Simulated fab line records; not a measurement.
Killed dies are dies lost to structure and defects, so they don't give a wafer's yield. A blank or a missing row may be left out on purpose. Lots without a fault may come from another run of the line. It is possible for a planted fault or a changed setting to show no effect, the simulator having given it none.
Matching of chambers / flow sky130 / SKY_POLY_GATE_ETCH_17 on rie-si-02: 4 sister chambers
The step etches poly-Si in HBr/Cl2, stops on SiO2, target depth 180 nm, time 70.5 s. 16 wafers are shown with their chamber, then 8 later ones without.

WAFERS, EACH WITH ITS CHAMBER
wafer=L924.3; chamber=3; drypump-motor-current-A (A)=5.7; HBr_flow_sccm (sccm)=149.2; throttle-valve-pct (%)=33.681
wafer=L924.5; chamber=3; drypump-motor-current-A (A)=5.7; HBr_flow_sccm (sccm)=149.3; throttle-valve-pct (%)=33.694
wafer=L924.6; chamber=2; drypump-motor-current-A (A)=5.7; HBr_flow_sccm (sccm)=149.2; throttle-valve-pct (%)=33.692
wafer=L925.1; chamber=1; drypump-motor-current-A (A)=5.7; HBr_flow_sccm (sccm)=149.5; throttle-valve-pct (%)=33.706
wafer=L925.2; chamber=0; drypump-motor-current-A (A)=5.4; HBr_flow_sccm (sccm)=150.0; throttle-valve-pct (%)=33.681
wafer=L925.4; chamber=3; drypump-motor-current-A (A)=5.7; HBr_flow_sccm (sccm)=149.9; throttle-valve-pct (%)=33.688
wafer=L927.4; chamber=1; drypump-motor-current-A (A)=5.7; HBr_flow_sccm (sccm)=150.6; throttle-valve-pct (%)=33.688
wafer=L927.5; chamber=0; drypump-motor-current-A (A)=5.4; HBr_flow_sccm (sccm)=149.3; throttle-valve-pct (%)=33.687
wafer=L927.6; chamber=3; drypump-motor-current-A (A)=5.7; HBr_flow_sccm (sccm)=149.5; throttle-valve-pct (%)=33.694
wafer=L937.1; chamber=0; drypump-motor-current-A (A)=5.4; HBr_flow_sccm (sccm)=150.3; throttle-valve-pct (%)=33.689
wafer=L937.3; chamber=3; drypump-motor-current-A (A)=5.7; HBr_flow_sccm (sccm)=149.7; throttle-valve-pct (%)=33.682
wafer=L937.4; chamber=2; drypump-motor-current-A (A)=5.8; HBr_flow_sccm (sccm)=150.0; throttle-valve-pct (%)=33.678
wafer=L939.1; chamber=2; drypump-motor-current-A (A)=5.7; HBr_flow_sccm (sccm)=150.0; throttle-valve-pct (%)=33.700
wafer=L939.2; chamber=1; drypump-motor-current-A (A)=5.7; HBr_flow_sccm (sccm)=150.0; throttle-valve-pct (%)=33.676
wafer=L939.3; chamber=3; drypump-motor-current-A (A)=5.7; HBr_flow_sccm (sccm)=149.5; throttle-valve-pct (%)=33.665
wafer=L941.3; chamber=2; drypump-motor-current-A (A)=5.7; HBr_flow_sccm (sccm)=150.4; throttle-valve-pct (%)=33.691

SIGNATURES, as means of the wafers listed above
reading=drypump-motor-current-A; chamber 0=5.400; chamber 1=5.700; chamber 2=5.725; chamber 3=5.700; scatter within a chamber=0.025
reading=HBr_flow_sccm; chamber 0=149.867; chamber 1=150.033; chamber 2=149.900; chamber 3=149.517; scatter within a chamber=0.43
reading=throttle-valve-pct; chamber 0=33.68567; chamber 1=33.69000; chamber 2=33.69025; chamber 3=33.68400; scatter within a chamber=0.0105
Rule: for a wafer and a chamber, the distance is found by dividing, reading by reading, the gap between the wafer's reading and the chamber's mean by the reading's scatter, squaring, summing and taking the root. The wafer belongs to the nearest chamber; if the next one is less than 2 further off, it can't be placed. The scatter is the square root of a quotient: the sum, over the shown wafers, of each reading's squared deviation from its chamber's mean, divided by wafers minus chambers.

WAFERS WITHOUT THEIR CHAMBER
wafer=L941.5; drypump-motor-current-A (A)=5.7; HBr_flow_sccm (sccm)=150.5; throttle-valve-pct (%)=33.689
wafer=L941.6; drypump-motor-current-A (A)=5.5; HBr_flow_sccm (sccm)=150.8; throttle-valve-pct (%)=33.683
wafer=L943.3; drypump-motor-current-A (A)=5.7; HBr_flow_sccm (sccm)=149.2; throttle-valve-pct (%)=33.677
wafer=L943.4; drypump-motor-current-A (A)=5.4; HBr_flow_sccm (sccm)=149.4; throttle-valve-pct (%)=33.684
wafer=L943.6; drypump-motor-current-A (A)=5.7; HBr_flow_sccm (sccm)=150.4; throttle-valve-pct (%)=33.699
wafer=L945.1; drypump-motor-current-A (A)=5.7; HBr_flow_sccm (sccm)=150.6; throttle-valve-pct (%)=33.677
wafer=L945.2; drypump-motor-current-A (A)=5.7; HBr_flow_sccm (sccm)=149.6; throttle-valve-pct (%)=33.686
wafer=L945.4; drypump-motor-current-A (A)=5.4; HBr_flow_sccm (sccm)=149.4; throttle-valve-pct (%)=33.700

CHAMBER TAKEN BY EACH
wafer=L941.5; from the rows above=can't be placed: 1 or 2 or 3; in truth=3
wafer=L941.6; from the rows above=0; in truth=0
wafer=L943.3; from the rows above=can't be placed: 3 or 2 or 1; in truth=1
wafer=L943.4; from the rows above=0; in truth=0
wafer=L943.6; from the rows above=can't be placed: 1 or 2 or 3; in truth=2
wafer=L945.1; from the rows above=can't be placed: 1 or 2 or 3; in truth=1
wafer=L945.2; from the rows above=can't be placed: 3 or 1 or 2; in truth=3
wafer=L945.4; from the rows above=0; in truth=0
Placed correctly: 3 of 8. Unplaceable from these rows: 5, with the true chamber sitting among the candidates in 5. Number placed wrongly: 0.
